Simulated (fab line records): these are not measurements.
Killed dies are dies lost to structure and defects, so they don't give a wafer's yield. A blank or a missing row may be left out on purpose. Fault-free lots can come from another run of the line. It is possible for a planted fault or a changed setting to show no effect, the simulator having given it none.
fab line records	flow sky130
[record] lots = 7	wafers = 21	last_day = 50
route steps=708 shown METAL3@534 CAPM@537
lots that met no fault: taken from a fault-free run of the same line
start_h: hours from the record's first day to the start of the lot's first wafer shown	wait_h: how many hours have passed since the lot's step before this one	" identical to the entry in the row above	L1.1+2: a single row standing in for several wafers	- no value present, or no start provided	* or withheld: withheld	< > ~ a bound
route shown NAME@n: NAME is a module with steps in the file, n the number in the route of the first one	usual: mean and standard deviation over wafers with no fault	same: alike in all rows	chamber/n: place in a boat	sites: readings site by site	_std_site: standard deviation across them	_edge_site: outer sites' mean less inner sites'	radius_mm: how far each site lies from the wafer's centre	mask NAME#n: copy n	behind: tool/chamber where the wafer was last shaped	hold: the reason the lot was held/the length of the hold in hours/how it ended	device: transistor that didn't switch, given as n, p or np	end of line: the same wafers' tests at the end of the route	for a step that has no rows: nothing shown but its recipe	killed: at the first sort, the dies lost to defects and structure; wafer yield is something else	map: shows each die of a wafer: x if killed, . if not, _ if none is there
set.NAME: the setting that was run; set.NAME@STEP: the one run at that earlier step	model.NAME: the simulator's own value behind a step, which no gauge read
lots at selected steps of the route; one table per step, one row per wafer
services: when a tool's chamber went out of use (start_h, in hours from the record's first day, below 0 if earlier), for how many hours, and the reason
[[steps]]
[step SKY_METAL3_SPUTTER_02]
[recipe] material = AlCu	target_thk_nm = 735	power_w = 10600	time_s = 39.1	chamber_pressure_pa = 0.4
[usual] throttle_valve_pct = 30.2/0.88
lot.wafer	tool	chamber	start_h	wait_h	throttle_valve_pct
L250.3	pvd_sputter-03	-	894.79	0.0	29.8
L250.5	"	-	"	"	29.8
L250.6	"	-	"	"	29.7
L251.2	pvd_sputter-02	-	902.05	0.0	29.4
L251.5	"	-	"	"	29.6
L251.6	"	-	"	"	30.8
L252.2	pvd_sputter-01	-	908.44	0.0	30.4
L252.4	"	-	"	"	29.7
L252.5	"	-	"	"	30.4
L258.1	pvd_sputter-02	-	945.09	0.0	32.1
L258.4	"	-	"	"	29.7
L258.5	"	-	"	"	30.5
L262.3	pvd_sputter-02	-	989.31	0.0	29.1
L262.4	"	-	"	"	31.8
L262.5	"	-	"	"	29.9
L265.1	pvd_sputter-02	-	993.72	0.0	31.0
L265.2	"	-	"	"	28.9
L265.4	"	-	"	"	31.9
L266.2	pvd_sputter-02	-	999.61	0.0	32.0
L266.3	"	-	"	"	30.7
L266.5	"	-	"	"	31.6
[step SKY_METAL3_SPUTTER_03]
[recipe] material = Ti	target_thk_nm = 5	power_w = 3000	time_s = 3.3	chamber_pressure_pa = 0.4
[usual] throttle_valve_pct = 30.2/0.88
lot.wafer	tool	chamber	start_h	wait_h	throttle_valve_pct
L250.3	pvd_sputter-03	-	894.83	0.0	30.2
L250.5	"	-	"	"	29.6
L250.6	"	-	"	"	29.8
L251.2	pvd_sputter-02	-	902.09	0.0	29.6
L251.5	"	-	"	"	29.7
L251.6	"	-	"	"	30.6
L252.2	pvd_sputter-01	-	908.48	0.0	30.2
L252.4	"	-	"	"	29.4
L252.5	"	-	"	"	30.5
L258.1	pvd_sputter-02	-	945.13	0.0	31.9
L258.4	"	-	"	"	29.7
L258.5	"	-	"	"	30.4
L262.3	pvd_sputter-02	-	989.35	0.0	29.2
L262.4	"	-	"	"	31.8
L262.5	"	-	"	"	29.6
L265.1	pvd_sputter-02	-	993.76	0.0	30.8
L265.2	"	-	"	"	29.5
L265.4	"	-	"	"	32.4
L266.2	pvd_sputter-02	-	999.65	0.0	32.2
L266.3	"	-	"	"	30.6
L266.5	"	-	"	"	31.9
[step SKY_METAL3_SPUTTER_04]
[recipe] material = TiN	target_thk_nm = 70	power_w = 6500	time_s = 58.3	chamber_pressure_pa = 0.4
[usual] throttle_valve_pct = 30.2/0.89
lot.wafer	tool	chamber	start_h	wait_h	throttle_valve_pct
L250.3	pvd_sputter-03	-	894.85	0.0	29.9
L250.5	"	-	"	"	29.8
L250.6	"	-	"	"	29.8
L251.2	pvd_sputter-02	-	902.11	0.0	29.6
L251.5	"	-	"	"	29.9
L251.6	"	-	"	"	30.5
L252.2	pvd_sputter-01	-	908.50	0.0	30.7
L252.4	"	-	"	"	29.3
L252.5	"	-	"	"	30.2
L258.1	pvd_sputter-02	-	945.15	0.0	31.8
L258.4	"	-	"	"	29.7
L258.5	"	-	"	"	30.9
L262.3	pvd_sputter-02	-	989.37	0.0	29.2
L262.4	"	-	"	"	31.9
L262.5	"	-	"	"	29.8
L265.1	pvd_sputter-02	-	993.78	0.0	30.6
L265.2	"	-	"	"	29.3
L265.4	"	-	"	"	32.2
L266.2	pvd_sputter-02	-	999.67	0.0	31.6
L266.3	"	-	"	"	30.7
L266.5	"	-	"	"	32.2
[step SKY_CAPM_CVD_00]
[recipe] material = SiO2	target_thk_nm = 15.5	temp_c = 400	time_s = withheld	rf_w = 450
[usual] heater_power_w = 726/100
lot.wafer	tool	chamber	start_h	wait_h	heater_power_w
L250.3	pecvd-01	1	894.90	0.0	866
L250.5	"	0	"	"	550
L250.6	"	1	"	"	870
L251.2	pecvd-01	0	902.16	0.0	541
L251.5	"	0	"	"	533
L251.6	"	1	"	"	842
L252.2	pecvd-03	1	908.55	0.0	771
L252.4	"	1	"	"	788
L252.5	"	0	"	"	873
L258.1	pecvd-02	0	945.20	0.0	732
L258.4	"	1	"	"	832
L258.5	"	2	"	"	638
L262.3	pecvd-02	0	989.42	0.0	711
L262.4	"	1	"	"	779
L262.5	"	2	"	"	545
L265.1	pecvd-03	1	993.82	0.0	813
L265.2	"	2	"	"	843
L265.4	"	1	"	"	818
L266.2	pecvd-01	1	999.71	0.0	724
L266.3	"	2	"	"	639
L266.5	"	1	"	"	734
[step SKY_CAPM_THK_MEAS_01]
[recipe] reads = SiO2_of_CAPM_CVD_00
[usual] CAPM_CVD_00_THK = 15.53/0.21
lot.wafer	tool	chamber	start_h	wait_h	CAPM_CVD_00_THK[nm]
L250.3	film_metro-01	-	894.94	-	15.35
L250.5	"	-	"	"	15.48
L250.6	"	-	"	"	15.73
L251.2	film_metro-01	-	902.19	-	15.30
L251.5	"	-	"	"	15.63
L251.6	"	-	"	"	15.77
L252.2	film_metro-03	-	908.58	-	15.45
L252.4	"	-	"	"	15.55
L252.5	"	-	"	"	15.17
L258.1	film_metro-03	-	945.22	-	15.55
L258.4	"	-	"	"	15.74
L258.5	"	-	"	"	15.88
L262.3	film_metro-03	-	989.46	-	15.51
L262.4	"	-	"	"	15.81
L262.5	"	-	"	"	15.79
L265.1	film_metro-03	-	993.85	-	15.62
L265.2	"	-	"	"	15.31
L265.4	"	-	"	"	15.77
L266.2	film_metro-02	-	999.75	-	15.35
L266.3	"	-	"	"	15.39
L266.5	"	-	"	"	15.67
[step SKY_CAPM_SPUTTER_02]
[recipe] material = TiN	target_thk_nm = 200	temp_c = 300	power_w = 6724	time_s = 166.7	chamber_pressure_pa = 0.4
[usual] throttle_valve_pct = 29.9/1.2
lot.wafer	tool	chamber	start_h	wait_h	throttle_valve_pct
L250.3	pvd_sputter-02	-	894.98	0.0	29.7
L250.5	"	-	"	"	29.4
L250.6	"	-	"	"	32.2
L251.2	pvd_sputter-04	-	902.24	0.0	29.2
L251.5	"	-	"	"	31.4
L251.6	"	-	"	"	29.7
L252.2	pvd_sputter-02	-	908.63	0.0	29.8
L252.4	"	-	"	"	29.1
L252.5	"	-	"	"	29.2
L258.1	pvd_sputter-04	-	945.28	0.1	29.2
L258.4	"	-	"	"	28.9
L258.5	"	-	"	"	31.4
L262.3	pvd_sputter-03	-	989.50	0.0	30.0
L262.4	"	-	"	"	28.5
L262.5	"	-	"	"	29.5
L265.1	pvd_sputter-04	-	993.91	0.1	29.4
L265.2	"	-	"	"	31.2
L265.4	"	-	"	"	28.6
L266.2	pvd_sputter-03	-	999.80	0.0	30.1
L266.3	"	-	"	"	28.3
L266.5	"	-	"	"	29.9
[step SKY_CAPM_RS_MEAS_03]
[recipe] thk_meas_gauge = four-point-probe	reads = TiN_of_CAPM_SPUTTER_02
[usual] CAPM_TIN_RS = 6.68/0.061
lot.wafer	tool	chamber	start_h	wait_h	CAPM_TIN_RS[ohm/sq]
L250.3	film_metro-02	-	895.13	0.1	6.67
L250.5	"	-	"	"	6.68
L250.6	"	-	"	"	6.64
L251.2	film_metro-02	-	902.37	0.1	6.77
L251.5	"	-	"	"	6.77
L251.6	"	-	"	"	6.72
L252.2	film_metro-01	-	908.76	0.1	6.74
L252.4	"	-	"	"	6.78
L252.5	"	-	"	"	6.72
L258.1	film_metro-01	-	945.39	0.1	6.73
L258.4	"	-	"	"	6.74
L258.5	"	-	"	"	6.74
L262.3	film_metro-03	-	989.65	0.1	6.66
L262.4	"	-	"	"	6.68
L262.5	"	-	"	"	6.65
L265.1	film_metro-02	-	994.02	0.1	6.78
L265.2	"	-	"	"	6.75
L265.4	"	-	"	"	6.75
L266.2	film_metro-03	-	999.93	0.1	6.57
L266.3	"	-	"	"	6.64
L266.5	"	-	"	"	6.66
[step SKY_CAPM_THK_MEAS_04]
[recipe] thk_meas_gauge = xrf	reads = TiN_of_CAPM_SPUTTER_02
[usual] CAPM_TIN_THK = 207.9/2.5
lot.wafer	tool	chamber	start_h	wait_h	CAPM_TIN_THK[nm]
L250.3	film_metro-02	-	895.23	0.1	206.1
L250.5	"	-	"	"	206.4
L250.6	"	-	"	"	207.5
L251.2	film_metro-02	-	902.48	0.1	203.2
L251.5	"	-	"	"	202.7
L251.6	"	-	"	"	204.6
L252.2	film_metro-01	-	908.87	0.1	205.6
L252.4	"	-	"	"	205.3
L252.5	"	-	"	"	205.8
L258.1	film_metro-01	-	945.51	0.1	208.3
L258.4	"	-	"	"	209.0
L258.5	"	-	"	"	208.3
L262.3	film_metro-03	-	989.75	0.1	208.9
L262.4	"	-	"	"	208.6
L262.5	"	-	"	"	209.9
L265.1	film_metro-02	-	994.14	0.1	203.6
L265.2	"	-	"	"	204.1
L265.4	"	-	"	"	204.5
L266.2	film_metro-03	-	1000.04	0.1	213.2
L266.3	"	-	"	"	209.3
L266.5	"	-	"	"	210.1
[step SKY_CAPM_DEHYDRATE_05]
[recipe] temp_c = 200	time_s = 60
[step SKY_CAPM_HMDS_06]
[recipe] prime_time_s = 60	prime_temp_c = 120
[step SKY_CAPM_COAT_07]
[recipe] resist = NOVOLAK	spin_rpm = 3000	resist_thk_nm = 1140
[step SKY_CAPM_SOFTBAKE_08]
[recipe] temp_c = 90	time_s = 60	resist = NOVOLAK
[step SKY_CAPM_EXPOSE_09]
[recipe] mask_id = CAPM	na = 0.6	source_shape = conventional	sigma_outer = 0.6	polarization = unpolarized	target_cd_nm = 1000	dose_mj = 159
[usual] exposure_dose_mJ_cm2 = 159.00/0.15	focus_offset_nm = 0.0/0.51
lot.wafer	tool	chamber	start_h	wait_h	mask	exposure_dose_mJ_cm2	focus_offset_nm
L250.3	iline_stepper-01	-	907.63	-	CAPM#0	-	-
L250.5	"	-	"	"	CAPM#0	-	-
L250.6	"	-	"	"	CAPM#0	-	-
L251.2	iline_stepper-01	-	914.74	-	CAPM#0	-	-
L251.5	"	-	"	"	CAPM#0	-	-
L251.6	"	-	"	"	CAPM#0	-	-
L252.2	iline_stepper-01	-	920.89	-	CAPM#0	-	-
L252.4	"	-	"	"	CAPM#0	-	-
L252.5	"	-	"	"	CAPM#0	-	-
L258.1	iline_stepper-01	0	958.97	-	CAPM#0	158.80	0.2
L258.4	"	0	"	"	CAPM#0	159.00	0.3
L258.5	"	0	"	"	CAPM#0	159.10	0.7
L262.3	iline_stepper-02	0	1007.40	-	CAPM#0	159.25	0.8
L262.4	"	0	"	"	CAPM#0	159.11	1.0
L262.5	"	0	"	"	CAPM#0	159.19	0.4
L265.1	iline_stepper-02	0	1007.71	-	CAPM#0	158.98	0.4
L265.2	"	0	"	"	CAPM#0	159.11	-0.2
L265.4	"	0	"	"	CAPM#0	159.07	0.5
L266.2	iline_stepper-02	0	1011.37	-	CAPM#0	159.10	-0.1
L266.3	"	0	"	"	CAPM#0	158.93	-0.3
L266.5	"	0	"	"	CAPM#0	159.11	0.0
[step SKY_CAPM_PEB_10]
[recipe] temp_c = withheld	time_s = *	resist = NOVOLAK
[[services]]
tool	chamber	start_h	hours	kind
pecvd-03	1	874.70	16.5	scheduled_down
iline_stepper-02	-	897.10	13.1	repair
pecvd-02	2	905.73	20.6	repair
iline_stepper-02	-	911.06	5.3	repair
pvd_sputter-02	-	924.27	0.6	repair
pvd_sputter-02	-	928.96	2.4	repair
iline_stepper-02	-	933.59	1.7	pm
pecvd-03	0	940.39	4.2	repair
pvd_sputter-04	-	943.92	1.2	repair
pecvd-03	0	958.91	2.1	scheduled_down
pecvd-02	1	964.14	3.4	repair
pecvd-02	0	973.05	5.5	scheduled_down
pvd_sputter-04	-	996.90	1.3	repair
iline_stepper-01	-	999.01	25.0	repair
pecvd-03	1	999.38	-	clean
pecvd-03	1	999.38	-	consumable_replace:showerhead
pecvd-03	1	999.38	29.0	scheduled_down
pecvd-03	1	999.38	29.0	vent_cycle
iline_stepper-02	-	999.58	6.1	repair
pecvd-01	-	1009.22	2.8	pm
[[key]]
[first_sign] step = SKY_CAPM_EXPOSE_09	reading = tool_record	direction = missing
effect none on later readings
met_at SKY_CAPM_EXPOSE_09
struck_wafers L250.3,L250.5,L250.6,L251.2,L251.5,L251.6,L252.2,L252.4,L252.5
later_rows_left_out L250.3,L250.5,L250.6,L251.2,L251.5,L251.6,L252.2,L252.4,L252.5
sort_left_out L250.3,L250.5,L250.6,L251.2,L251.5,L251.6,L252.2,L252.4,L252.5
[fault] kind = skipped_step_whole	tool = iline_stepper-01	chamber = -	onset_h = 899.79	steps = SKY_CAPM_EXPOSE_09	scope = struck_lots_only
// sort_left_out: the simulated sort isn't trusted on such a fault, so these wafers' sort isn't shown, and their yield isn't known
// later_rows_left_out: the simulator's readings of these wafers behind a module that went badly wrong aren't trusted and aren't shown, but for the sort
